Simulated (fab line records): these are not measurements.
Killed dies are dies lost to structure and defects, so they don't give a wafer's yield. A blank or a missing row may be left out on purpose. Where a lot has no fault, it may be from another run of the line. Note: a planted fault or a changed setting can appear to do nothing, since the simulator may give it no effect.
fab line records    flow sky130
[record] lots = 5  wafers = 15  lastDay = 50
route steps=708 shown PAD_OPEN@697
lots with no fault: from the same line, run without faults
startH: the number of hours between the record's first day and the start of the first shown wafer of the lot    waitH: hours elapsed since this lot's preceding step    " the same as in the row above    L1.1+2: one row covering several wafers at once    - value missing, or start not given    * or withheld: withheld    < > ~ a bound
route shown NAME@n: a module of which the file shows steps, and the number in the route of the first    usual: mean and standard deviation over wafers with no fault    same: alike in all rows    chamber/n: place in a boat    sites: the reading at each site    _std_site: their standard deviation    _edge_site: inner sites' mean taken away from outer sites' mean    radiusMm: for every site, how far away it sits from the centre of the wafer    mask NAME#n: copy n    behind: the most recent tool/chamber to have shaped the wafer    hold: why the lot went on hold/how many hours it stayed there/how the hold came to an end    device: which transistor (n, p or np) failed to switch    end of line: tests of these same wafers at the route's end    a step with no rows: only its recipe    killed: count of dies lost to structure and defects at first sort (not the wafer's yield)    map: shows each die of a wafer: x if killed, . if not, _ if none is there
set.NAME: the run value of the setting; set.NAME@STEP: its run value at that earlier step    model.NAME: the simulator's own value behind a step, which no gauge read
lots seen at some steps along the route; tables by step, rows by wafer
services: the hour from which a tool's chamber was out of use, counted from the record's first day as startH (under 0 if before that day), plus the number of hours and why
[[steps]]
[step SKY_PAD_OPEN_SOFTBAKE_03]
[recipe] tempC = 110  timeS = withheld
lot.wafer   tool           chamber  startH   waitH
L075.1+2+5  lithoTrack-02  0        1064.39  0.1
L079.2+3+4  lithoTrack-01  0        1102.62  0.1
L082.4+5+6  lithoTrack-04  0        1120.96  0.1
L085.1+2+3  lithoTrack-02  0        1143.34  0.1
L097.1+2+3  lithoTrack-01  0        1194.34  0.1
[step SKY_PAD_OPEN_EXPOSE_04]
[recipe] maskId = PDM  targetCdNm = 60000  na = 0.57  doseMj = 260
lot.wafer   tool             chamber  startH  waitH  mask
L075.1+2+5  ilineStepper-02  0        -       -      PDM#0
L079.2+3+4  ilineStepper-01  0        -       -      PDM#0
L082.4+5+6  ilineStepper-01  0        -       -      PDM#0
L085.1+2+3  ilineStepper-02  0        -       -      PDM#0
L097.1+2+3  ilineStepper-02  0        -       -      PDM#0
[step SKY_PAD_OPEN_PEB_05]
[recipe] tempC = 115  timeS = withheld
lot.wafer   tool           chamber  startH  waitH
L075.1+2+5  lithoTrack-02  0        -       -
L079.2+3+4  lithoTrack-02  0        -       -
L082.4+5+6  lithoTrack-04  0        -       -
L085.1+2+3  lithoTrack-01  0        -       -
L097.1+2+3  lithoTrack-01  0        -       -
[step SKY_PAD_OPEN_DEVELOP_06]
[recipe] developTimeS = 60  devTempC = 23
lot.wafer   tool           chamber  startH  waitH
L075.1+2+5  lithoTrack-02  0        -       -
L079.2+3+4  lithoTrack-02  0        -       -
L082.4+5+6  lithoTrack-04  0        -       -
L085.1+2+3  lithoTrack-01  0        -       -
L097.1+2+3  lithoTrack-01  0        -       -
[step SKY_PAD_OPEN_ETCH_07]
[recipe] chemistry = CF4/O2  targetDepthNm = 725  stopOn = AlCu  sourceW = 800  biasW = 150  pressureMtorr = 150  cf4FlowSccm = 80  O2_flow_sccm = 10  timeS = 164.9
[usual] O2_flow_sccm = 10.01/0.03  drypumpMotorCurrentA = 5.7/0.38  oesProductAu = 0.975/0.0069  throttleValvePct = 5.963/0.011
lot.wafer  tool        chamber  startH   waitH  O2_flow_sccm  drypumpMotorCurrentA  oesProductAu  rfHoursCounterH  throttleValvePct
L075.1     rieDiel-01  1        1075.19  -      10.01         5.6                   0.975         22               5.952
L075.2     "           0        "        "      10.01         5.6                   0.968         0                5.959
L075.5     "           3        "        "      10.04         5.5                   0.980         -                5.955
L079.2     rieDiel-02  3        1113.74  -      9.99          5.1                   0.978         24               5.960
L079.3     "           2        "        "      10.05         5.7                   0.968         18               5.954
L079.4     "           1        "        "      9.99          5.4                   0.975         11               5.980
L082.4     rieDiel-01  2        1130.76  -      10.01         6.1                   0.985         27               5.974
L082.5     "           0        "        "      10.06         5.6                   0.991         -                5.965
L082.6     "           3        "        "      10.00         5.5                   0.987         -                5.963
L085.1     rieDiel-01  0        1153.34  -      10.03         5.6                   0.968         3                5.950
L085.2     "           1        "        "      9.99          5.6                   0.972         25               5.950
L085.3     "           2        "        "      10.00         6.1                   0.975         28               5.965
L097.1     rieDiel-02  0        1201.59  -      9.98          6.5                   0.986         4                5.968
L097.2     "           2        "        "      9.99          5.7                   0.975         21               5.957
L097.3     "           3        "        "      9.97          5.0                   0.976         28               5.976
[step SKY_PAD_OPEN_STRIP_08]
[recipe] chemistry = O2/N2  powerW = 1400  pressureMtorr = 1500  platenTempC = withheld  overashFraction = 0.7  o2FlowSccm = 3000  n2FlowSccm = 300
[usual] drypumpMotorCurrentA = 5.6/0.32  oesProductAu = 0.663/0.0047  stripTimeToEndpointS = 37.19/0.095
lot.wafer  tool            chamber  startH   waitH  drypumpMotorCurrentA  oesProductAu  rfHoursCounterH  stripTimeToEndpointS
L075.1     plasmaAsher-04  1        1075.30  0.1    5.6                   0.661         65               37.16
L075.2     "               0        "        "      5.3                   0.669         65               37.33
L075.5     "               1        "        "      5.6                   0.662         -                37.21
L079.2     plasmaAsher-04  1        1113.85  0.1    5.7                   0.666         69               36.98
L079.3     "               1        "        "      5.6                   0.657         -                37.04
L079.4     "               0        "        "      5.3                   0.659         -                37.08
L082.4     plasmaAsher-04  1        1130.90  0.1    5.6                   0.664         -                37.12
L082.5     "               1        "        "      5.6                   0.667         -                37.03
L082.6     "               0        "        "      5.3                   0.666         -                37.10
L085.1     plasmaAsher-04  1        1153.45  0.1    5.6                   0.665         73               37.17
L085.2     "               0        "        "      5.3                   0.665         73               37.20
L085.3     "               1        "        "      5.6                   0.664         -                37.17
L097.1     plasmaAsher-04  1        1201.70  0.1    5.6                   0.664         77               37.07
L097.2     "               0        "        "      5.3                   0.656         77               37.14
L097.3     "               1        "        "      5.6                   0.655         -                37.12
[step SKY_PAD_OPEN_STRIP_09]
[recipe] chemistry = postEtchResidueRemover  timeS = 1200  tempC = 72.5
lot.wafer   tool         chamber  startH   waitH
L075.1+2+5  wetBench-03  0        1075.40  0.1
L079.2+3+4  wetBench-01  0        1113.95  0.1
L082.4+5+6  wetBench-04  2        1130.96  0.0
L085.1+2+3  wetBench-04  3        1153.55  0.1
L097.1+2+3  wetBench-03  1        1201.86  0.1
[step SKY_PAD_OPEN_CLEAN_10]
[recipe] chemistry = IPA  timeS = 180  tempC = 25
lot.wafer   tool         chamber  startH   waitH
L075.1+2+5  wetBench-03  3        1075.74  0.0
L079.2+3+4  wetBench-04  2        1114.29  0.0
L082.4+5+6  wetBench-01  3        1131.31  0.0
L085.1+2+3  wetBench-03  1        1153.89  0.0
L097.1+2+3  wetBench-03  3        1202.20  0.0
[step SKY_PAD_OPEN_CLEAN_11]
[recipe] chemistry = O3/DIW  dry = n2Spin
lot.wafer   tool         chamber  startH   waitH
L075.1+2+5  wetBench-03  3        1075.80  0.0
L079.2+3+4  wetBench-04  2        1114.35  0.0
L082.4+5+6  wetBench-01  1        1131.36  0.0
L085.1+2+3  wetBench-04  3        1153.95  0.0
L097.1+2+3  wetBench-03  3        1202.26  0.0
[step SKY_PAD_OPEN_ANNEAL_12]
[recipe] tempC = 400  timeS = withheld  ambient = N2/H2  idleTempC = 300  rampUpCPerMin = 8  rampDownCPerMin = 4
[usual] zonePowerCentrePct = 4.34/0.062
lot.wafer  tool        chamber  startH   waitH  zonePowerCentrePct
L075.1     furnace-01  0        1075.89  0.0    4.38
L075.2     "           0        "        "      4.33
L075.5     "           0        "        "      4.48
L079.2     furnace-01  0        1114.45  0.0    4.38
L079.3     "           0        "        "      4.34
L079.4     "           0        "        "      4.44
L082.4     furnace-02  0        1131.46  0.0    4.35
L082.5     "           0        "        "      4.38
L082.6     "           0        "        "      4.30
L085.1     furnace-01  0        1154.04  0.0    4.34
L085.2     "           0        "        "      4.25
L085.3     "           0        "        "      4.31
L097.1     furnace-02  0        1202.35  0.0    4.33
L097.2     "           0        "        "      4.35
L097.3     "           0        "        "      4.31
[step SKY_PAD_OPEN_BOW_MEAS_13]
[recipe] mode = bow
[usual] PAD_OPEN_BOW = 48/8.5
lot.wafer  tool          chamber  startH   waitH  PAD_OPEN_BOW[um]
L075.1     filmMetro-01  -        1077.39  -      48
L075.2     "             -        "        "      50
L075.5     "             -        "        "      53
L079.2     filmMetro-04  -        1115.97  -      40
L079.3     "             -        "        "      33
L079.4     "             -        "        "      47
L082.4     filmMetro-04  -        1133.02  -      40
L082.5     "             -        "        "      43
L082.6     "             -        "        "      47
L085.1     filmMetro-03  -        1155.54  -      62
L085.2     "             -        "        "      52
L085.3     "             -        "        "      59
L097.1     filmMetro-01  -        1203.85  -      44
L097.2     "             -        "        "      39
L097.3     "             -        "        "      52
[step SKY_PAD_OPEN_PROBE_99]
[usual] defectLimitedYield = 81.8/2  killed_at_M0_to_M3 = 44/7.5  killed_at_M4_up = 3.3/1.8  killedAtContacts = 25/5.9  killedAtFrontEnd = 16/4.7  killedAtOther = 0.3/0.52  killedDies = 89/9.9  killedOpen = 49/7.8  killedShort = 40/5.8  sort_bin_3_pad_short = 0.9/0.43  sort_bin_5_function = 10.8/1.5  sort_bin_6_memory = 6.4/1.1  sortNPass = 403/9.9  sortYieldPct = 81.8/2
[same] grossDies = 492  killedAtBackSide = 0  sort_bin_4_leakage[%] = 0  sort_bin_8_speed[%] = 0
lot.wafer  tool       chamber  startH   waitH  defectLimitedYield[%]  killed_at_M0_to_M3  killed_at_M4_up  killedAtContacts  killedAtFrontEnd  killedAtOther  killedDies  killedOpen  killedShort  sort_bin_3_pad_short[%]  sort_bin_5_function[%]  sort_bin_6_memory[%]  sortNPass  sortYieldPct[%]
L075.1     prober-02  -        1077.51  0.1    78.0                   57                  3                22                25                1              108         63          44           1.0                      11.6                    9.3                   384        78.0
L075.2     prober-02  -        1077.56  0.1    80.7                   56                  4                19                16                0              95          40          55           0.8                      12.8                    5.7                   397        80.7
L075.5     prober-02  -        1077.71  0.2    81.1                   42                  3                33                15                0              93          52          41           1.4                      10.6                    6.9                   399        81.1
// killed by level:class
L075.1 VIA1:geometricParticle:open=12 VIA2:geometricParticle:open=11 FIELD_ISO:geometricParticle:short=10 VIA3:geometricParticle:open=10 CONTACT:geometricParticle:open=7 FIELD_ISO:geometricParticle:open=6 LI_CONTACT:geometricParticle:open=6 LI_CONTACT:geometricParticle:short=5
L075.2 METAL1:geometricParticle:short=13 VIA1:geometricParticle:open=9 VIA1:geometricParticle:short=7 VIA3:geometricParticle:open=6 LI_CONTACT:geometricParticle:open=6 CONTACT:geometricParticle:short=6 METAL2:geometricParticle:short=6 CONTACT:geometricParticle:open=5
L075.5 LI_CONTACT:geometricParticle:open=10 VIA1:geometricParticle:open=8 METAL2:geometricParticle:short=8 VIA2:geometricParticle:open=7 LOCAL_INTERCONNECT:geometricParticle:short=7 CONTACT:geometricParticle:open=7 SPACER:geometricParticle:open=5 CONTACT:geometricParticle:short=5
[[services]]
tool             chamber  startH   hours  kind
furnace-01       -        1049.99  14.1   pm
wetBench-04      -        1056.27  3.2    repair
furnace-02       -        1064.10  3.5    pm
rieDiel-02       0        1066.01  -      clean
rieDiel-02       0        1066.01  24.4   scheduledDown
rieDiel-02       0        1066.01  24.4   ventCycle
rieDiel-02       1        1072.77  1.5    repair
ilineStepper-01  -        1077.23  2.1    pm
rieDiel-02       -        1081.38  14.6   pm
rieDiel-01       3        1106.15  9.7    repair
ilineStepper-01  -        1106.31  1.7    pm
plasmaAsher-04   -        1126.21  3.4    repair
rieDiel-01       -        1129.19  0.3    repair
rieDiel-02       0        1129.77  3.2    repair
ilineStepper-02  0        1138.62  -      calibration
furnace-01       -        1142.97  2.7    pm
rieDiel-01       -        1148.42  4.3    pm
plasmaAsher-04   -        1162.41  2.8    repair
plasmaAsher-04   -        1171.37  0.7    repair
rieDiel-02       -        1172.71  0.6    repair
ilineStepper-02  -        1173.50  11.6   repair
furnace-02       -        1178.16  3.7    pm
ilineStepper-02  -        1190.65  1.7    pm
rieDiel-01       3        1191.24  6.4    repair
[[key]]
fault none
